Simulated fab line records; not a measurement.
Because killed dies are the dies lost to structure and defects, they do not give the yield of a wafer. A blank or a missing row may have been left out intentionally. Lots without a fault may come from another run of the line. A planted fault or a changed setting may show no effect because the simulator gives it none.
fab line records	flow gf180mcu
record lots=6	wafers=18	last_day=33
route steps=602 shown M5@530 V5@540
lots that met no fault: from a run of the same line without faults
start_h: start of the lot's first displayed wafer, in hours after the record's first day	wait_h: time in hours since the lot's previous step	" same as the row above	L1.1+2: a row that stands for several wafers	- no value, or no start given	* or withheld: withheld	< > ~ a bound
route shown NAME@n: NAME is a module with steps in the file, n the number in the route of the first one	usual: average and standard deviation across the fault-free wafers	same: alike in all rows	chamber/n: place in a boat	sites: per-site readings	_std_site: how widely they spread, as a standard deviation	_edge_site: mean of outer sites minus mean of inner sites	radius_mm: for every site, how far away it sits from the centre of the wafer	mask NAME#n: copy n	behind: tool/chamber where the wafer was last shaped	hold: why the lot was held/for how many hours/how that ended	device: the n, p or np transistor that did not switch	end of line: tests run on the same wafers once the route is complete	a step without rows: its recipe alone	killed: at the first sort, the dies lost to defects and structure; wafer yield is something else	map: dies across one wafer; x = killed, . = not, _ = none there
set.NAME: setting as actually run; set.NAME@STEP: the setting as run at that earlier step	model.NAME: the simulator's own value behind a step, which no gauge read
lots seen at some steps along the route; tables by step, rows by wafer
services: from which hour (start_h, from the record's first day; less than 0 if before it) a tool's chamber was out of use, for how many hours, and why
## steps
# step GF_M5_EXPOSE_04
# recipe mask_id=Metal5	target_cd_nm=280	na=0.68	source_shape=conventional	sigma_outer=0.6	dose_mj=28
# step GF_M5_PEB_05
# recipe peb_temp_c=135	peb_time_s=90	resist=KrF
# step GF_M5_DEVELOP_06
# recipe develop_time_s=60	dev_temp_c=21
# step GF_M5_CD_MEAS_07
# recipe target_cd_nm=280
# usual cd_nm=280.2/1.3
lot.wafer	tool	chamber	start_h	wait_h	cd_nm
L868.3	cd_sem-01	-	636.48	0.1	279.2
L868.4	"	-	"	"	279.5
L868.5	"	-	"	"	278.2
L869.1	cd_sem-01	-	650.12	0.2	278.4
L869.4	"	-	"	"	278.7
L869.5	"	-	"	"	280.7
L879.2	cd_sem-02	-	718.34	0.1	279.2
L879.3	"	-	"	"	277.4
L879.5	"	-	"	"	278.7
L881.2	cd_sem-02	-	726.09	0.1	280.9
L881.4	"	-	"	"	281.6
L881.5	"	-	"	"	281.2
L883.1	cd_sem-01	-	738.87	0.1	280.6
L883.3	"	-	"	"	280.7
L883.4	"	-	"	"	280.9
L885.1	cd_sem-02	-	748.99	0.1	281.0
L885.4	"	-	"	"	281.3
L885.6	"	-	"	"	282.0
# step GF_M5_OVL_MEAS_08
# usual M5_OVL=-2/4.7
lot.wafer	tool	chamber	start_h	wait_h	M5_OVL[nm]
L868.3	overlay-01	-	636.58	0.1	-5
L868.4	"	-	"	"	-3
L868.5	"	-	"	"	-7
L869.1	overlay-02	-	650.24	0.1	2
L869.4	"	-	"	"	5
L869.5	"	-	"	"	-3
L879.2	overlay-02	-	718.45	0.1	0
L879.3	"	-	"	"	4
L879.5	"	-	"	"	9
L881.2	overlay-02	-	726.20	0.1	-3
L881.4	"	-	"	"	-2
L881.5	"	-	"	"	-7
L883.1	overlay-02	-	738.99	0.1	-1
L883.3	"	-	"	"	-2
L883.4	"	-	"	"	1
L885.1	overlay-02	-	749.11	0.1	-4
L885.4	"	-	"	"	-4
L885.6	"	-	"	"	-8
# step GF_M5_ETCH_09
# recipe chemistry=CF4/O2	target=Si3N4	target_depth_nm=52	source_w=800	bias_w=150	pressure_mtorr=150	cf4_flow_sccm=80	O2_flow_sccm=10	time_s=11.6
# usual drypump_motor_current_A=5.6/0.34	oes_product_au=0.994/0.011	throttle_valve_pct=5.969/0.0094
lot.wafer	tool	chamber	start_h	wait_h	drypump_motor_current_A	oes_product_au	rf_hours_counter_h	throttle_valve_pct
L868.3	rie_diel-02	2	636.60	0.0	5.9	0.994	9	5.975
L868.4	"	1	"	"	5.7	0.998	14	5.957
L868.5	"	3	"	"	5.1	0.983	-	5.964
L869.1	rie_diel-02	2	650.28	0.0	5.9	1.003	9	5.960
L869.4	"	3	"	"	5.1	0.993	11	5.974
L869.5	"	1	"	"	5.6	0.995	-	5.976
L879.2	rie_diel-04	3	718.48	0.0	5.7	0.977	1	5.963
L879.3	"	1	"	"	5.4	0.998	19	5.963
L879.5	"	0	"	"	5.7	0.996	-	5.983
L881.2	rie_diel-02	1	726.23	0.0	5.6	0.996	17	5.960
L881.4	"	3	"	"	5.1	0.971	14	5.970
L881.5	"	2	"	"	5.9	1.007	-	5.982
L883.1	rie_diel-02	3	739.03	0.0	5.1	0.994	15	5.962
L883.3	"	2	"	"	6.0	0.993	13	5.962
L883.4	"	2	"	"	6.0	1.001	-	5.964
L885.1	rie_diel-03	2	749.15	0.0	5.9	1.022	3	5.977
L885.4	"	1	"	"	5.7	1.006	27	5.981
L885.6	"	0	"	"	5.5	1.013	-	5.985
# step GF_M5_METAL_ETCH_10
# recipe chemistry=Cl2/BCl3	mask_material=KrF	target_depth_nm=750.8	stop_on=SiO2	pressure_mtorr=8	icp_w=800	bias_w=140	Cl2_flow_sccm=80	bcl3_flow_sccm=40	time_s=125.1
# usual drypump_motor_current_A=5.96/0.29	oes_product_au=0.990/0.0059	throttle_valve_pct=28.231/0.01
lot.wafer	tool	chamber	start_h	wait_h	drypump_motor_current_A	oes_product_au	rf_hours_counter_h	throttle_valve_pct
L868.3	rie_metal-02	1	636.67	0.1	6.00	0.985	-	28.245
L868.4	"	0	"	"	5.52	0.988	-	28.240
L868.5	"	1	"	"	6.02	0.992	-	28.222
L869.1	rie_metal-01	1	650.30	0.0	6.43	0.998	6	28.231
L869.4	"	0	"	"	6.01	0.982	-	28.225
L869.5	"	1	"	"	6.42	0.988	-	28.234
L879.2	rie_metal-03	1	718.50	0.0	5.68	0.998	14	28.248
L879.3	"	0	"	"	5.80	0.991	-	28.227
L879.5	"	0	"	"	5.82	0.988	-	28.231
L881.2	rie_metal-02	1	726.25	0.0	6.04	0.984	4	28.221
L881.4	"	1	"	"	6.03	0.986	-	28.235
L881.5	"	0	"	"	5.52	0.993	-	28.241
L883.1	rie_metal-02	0	739.05	0.0	5.50	0.988	15	28.220
L883.3	"	1	"	"	6.01	0.989	-	28.227
L883.4	"	0	"	"	5.53	0.994	-	28.233
L885.1	rie_metal-02	1	749.17	0.0	6.01	0.991	5	28.226
L885.4	"	0	"	"	5.49	0.988	-	28.228
L885.6	"	1	"	"	6.00	0.989	-	28.220
# step GF_M5_STRIP_11
# recipe chemistry=O2/N2	power_w=1400	pressure_mtorr=1500	platen_temp_c=250	o2_flow_sccm=3000	n2_flow_sccm=300	overash_fraction=0.5
# usual drypump_motor_current_A=5.9/0.58	heater_power_w=325/12	oes_product_au=0.524/0.0047	strip_time_to_endpoint_s=7.04/0.044
lot.wafer	tool	chamber	start_h	wait_h	drypump_motor_current_A	heater_power_w	oes_product_au	rf_hours_counter_h	strip_time_to_endpoint_s
L868.3	plasma_asher-04	0	636.79	0.1	5.7	323	0.529	-	7.11
L868.4	"	1	"	"	4.9	324	0.524	-	7.09
L868.5	"	0	"	"	5.7	332	0.519	-	7.05
L869.1	plasma_asher-02	0	650.43	0.1	6.5	316	0.522	19	6.98
L869.4	"	0	"	"	6.5	328	0.520	-	7.02
L869.5	"	0	"	"	6.5	315	0.523	-	7.00
L879.2	plasma_asher-04	1	718.63	0.1	4.9	320	0.527	111	7.06
L879.3	"	0	"	"	5.7	329	0.521	-	7.01
L879.5	"	1	"	"	4.9	328	0.520	-	7.05
L881.2	plasma_asher-03	1	726.38	0.1	6.6	336	0.522	97	7.05
L881.4	"	0	"	"	5.5	327	0.523	-	7.05
L881.5	"	1	"	"	6.6	334	0.523	-	7.02
L883.1	plasma_asher-02	1	739.18	0.1	5.5	304	0.520	26	6.99
L883.3	"	0	"	"	6.5	321	0.524	-	7.06
L883.4	"	1	"	"	5.5	307	0.529	-	7.03
L885.1	plasma_asher-03	0	749.30	0.1	5.5	334	0.519	99	7.04
L885.4	"	1	"	"	6.6	335	0.525	-	6.97
L885.6	"	0	"	"	5.5	339	0.527	-	7.04
# step GF_M5_STRIP_12
# recipe chemistry=post_etch_residue_remover	time_s=1200	temp_c=72.5
# step GF_M5_CLEAN_13
# recipe chemistry=DIW	dry=n2_spin
# step GF_V5_CVD_00
# recipe material=SiO2	target_thk_nm=300	sigma_open_frac=0.3	temp_c=400	time_s=50	sih4_flow_sccm=60	pressure_mtorr=6
# step GF_V5_THK_MEAS_01
# recipe reads=SiO2_of_V5_CVD_00
# usual V5_CVD_00_THK=301/3
lot.wafer	tool	chamber	start_h	wait_h	V5_CVD_00_THK[nm]
L868.3	film_metro-04	-	637.35	0.0	298
L868.4	"	-	"	"	296
L868.5	"	-	"	"	297
L869.1	film_metro-01	-	651.07	0.0	300
L869.4	"	-	"	"	300
L869.5	"	-	"	"	301
L879.2	film_metro-04	-	719.22	0.0	297
L879.3	"	-	"	"	300
L879.5	"	-	"	"	295
L881.2	film_metro-01	-	726.98	0.0	300
L881.4	"	-	"	"	303
L881.5	"	-	"	"	305
L883.1	film_metro-01	-	739.76	0.0	303
L883.3	"	-	"	"	296
L883.4	"	-	"	"	302
L885.1	film_metro-04	-	750.31	0.0	307
L885.4	"	-	"	"	303
L885.6	"	-	"	"	300
# step GF_V5_CVD_02
# recipe material=SiO2	target_thk_nm=1450	precursor=TEOS	temp_c=400	time_s=163.28	rf_w=600
# usual heater_power_w=653/120	rf_fwd_power_W=597.4/2.2
lot.wafer	tool	chamber	start_h	wait_h	heater_power_w	rf_fwd_power_W	model.SiO2_of_V5_CVD_02.thk_nm
L868.3	pecvd-01	2	637.39	0.0	572	596.8	1435
L868.4	"	2	"	"	459	593.8	1456
L868.5	"	1	"	"	646	598.6	1447
L869.1	pecvd-03	1	651.13	0.1	754	598.8	1439
L869.4	"	0	"	"	796	598.6	1444
L869.5	"	1	"	"	817	598.0	1481
L879.2	pecvd-01	0	719.27	0.0	599	499.6	1347
L879.3	"	1	"	"	622	500.6	1376
L879.5	"	2	"	"	490	505.8	1403
L881.2	pecvd-03	2	727.03	0.0	819	598.1	1429
L881.4	"	1	"	"	764	598.8	1479
L881.5	"	2	"	"	680	597.6	1441
L883.1	pecvd-01	2	739.82	0.1	531	504.6	1372
L883.3	"	1	"	"	658	499.9	1371
L883.4	"	0	"	"	527	497.1	1394
L885.1	pecvd-03	1	750.37	0.1	783	593.2	1427
L885.4	"	0	"	"	834	597.9	1447
L885.6	"	2	"	"	789	597.8	1449
# step GF_V5_THK_MEAS_03
# recipe reads=SiO2_of_V5_CVD_02
# usual V5_CVD_02_THK=1446/22
lot.wafer	tool	chamber	start_h	wait_h	V5_CVD_02_THK[nm]
L868.3	film_metro-01	-	637.52	0.1	1434
L868.4	"	-	"	"	1455
L868.5	"	-	"	"	1446
L869.1	film_metro-04	-	651.24	0.1	1441
L869.4	"	-	"	"	1442
L869.5	"	-	"	"	1481
L879.2	film_metro-02	-	719.39	0.1	1347
L879.3	"	-	"	"	1375
L879.5	"	-	"	"	1403
L881.2	film_metro-04	-	727.15	0.1	1429
L881.4	"	-	"	"	1480
L881.5	"	-	"	"	1442
L883.1	film_metro-04	-	739.93	0.1	1374
L883.3	"	-	"	"	1370
L883.4	"	-	"	"	1393
L885.1	film_metro-04	-	750.48	0.1	1426
L885.4	"	-	"	"	1448
L885.6	"	-	"	"	1449
# step GF_V5_CMP_04
# recipe material=SiO2	down_force_psi=4	platen_rpm=60	pad_velocity_m_s=0.94248
# usual motor_current_A=11.7/1.2	retaining_ring_pressure_frac=1.000/0.0054
lot.wafer	tool	chamber	start_h	wait_h	motor_current_A	retaining_ring_pressure_frac
L868.4	cmp-01	1	637.61	0.1	13.8	1.005
L868.3	"	2	"	"	11.2	0.992
L868.5	"	0	"	"	12.8	0.994
L869.4	cmp-02	0	651.40	0.1	11.8	0.991
L869.1	"	1	"	"	10.1	1.004
L869.5	"	3	"	"	11.8	1.002
L879.3	cmp-01	0	719.49	0.1	12.9	1.004
L879.2	"	2	"	"	11.2	0.996
L879.5	"	3	"	"	10.3	0.992
L881.4	cmp-02	0	727.49	0.3	11.9	1.000
L881.2	"	2	"	"	12.9	1.013
L881.5	"	0	"	"	11.8	1.005
L883.3	cmp-01	3	739.99	0.0	10.4	0.995
L883.4	"	1	"	"	13.7	1.004
L883.1	"	2	"	"	11.5	1.006
L885.4	cmp-02	1	750.59	0.1	10.7	0.996
L885.1	"	2	"	"	12.1	1.007
L885.6	"	1	"	"	10.1	0.995
## services
tool	chamber	start_h	hours	kind
rie_diel-04	2	617.70	9.7	repair
rie_diel-03	2	638.81	1.4	repair
cmp-01	-	646.01	10.2	repair
rie_diel-03	1	655.48	12.8	repair
pecvd-01	2	667.21	3.5	repair
rie_diel-02	3	669.64	2.6	repair
plasma_asher-02	-	673.74	1.3	repair
pecvd-01	-	680.84	14.6	pm
cmp-02	-	683.03	8.9	repair
rie_diel-02	2	687.88	7.0	repair
plasma_asher-03	-	688.14	1.6	repair
plasma_asher-02	-	689.22	15.6	pm
pecvd-03	-	695.57	5.5	pm
rie_diel-02	1	696.36	8.4	repair
cmp-01	-	700.79	2.4	repair
rie_diel-04	0	701.72	2.0	repair
rie_diel-03	-	710.97	1.0	repair
rie_diel-03	0	730.45	11.9	repair
plasma_asher-04	-	733.75	9.0	pm
cmp-02	-	734.52	1.4	repair
rie_diel-02	0	738.87	8.0	repair
rie_diel-02	3	740.97	8.6	repair
cmp-01	-	744.19	4.0	pm
rie_diel-02	0	750.32	3.1	repair
## key
first_sign step=GF_V5_CVD_02	reading=rf_fwd_power_W	direction=down	sigmas=43	usual=597.4	struck=501.3
effect step=GF_V5_THK_MEAS_03	reading=V5_CVD_02_THK	direction=down	sigmas=3.1	usual=1446	struck=1377
model_effect step=GF_V5_CVD_02	value=SiO2_of_V5_CVD_02.thk_nm	without=1451	struck=1377
met_at GF_V5_CVD_02
struck_wafers L879.2,L879.3,L879.5,L883.1,L883.3,L883.4
onset_between 637.39 719.27
fault kind=process_parameter_drift	tool=pecvd-01	chamber=-	onset_h=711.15	steps=GF_V5_CVD_02	channel=rf_w	offset=-96	shape=step	end_h=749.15	acts_in=these_recipes_only	stated=600
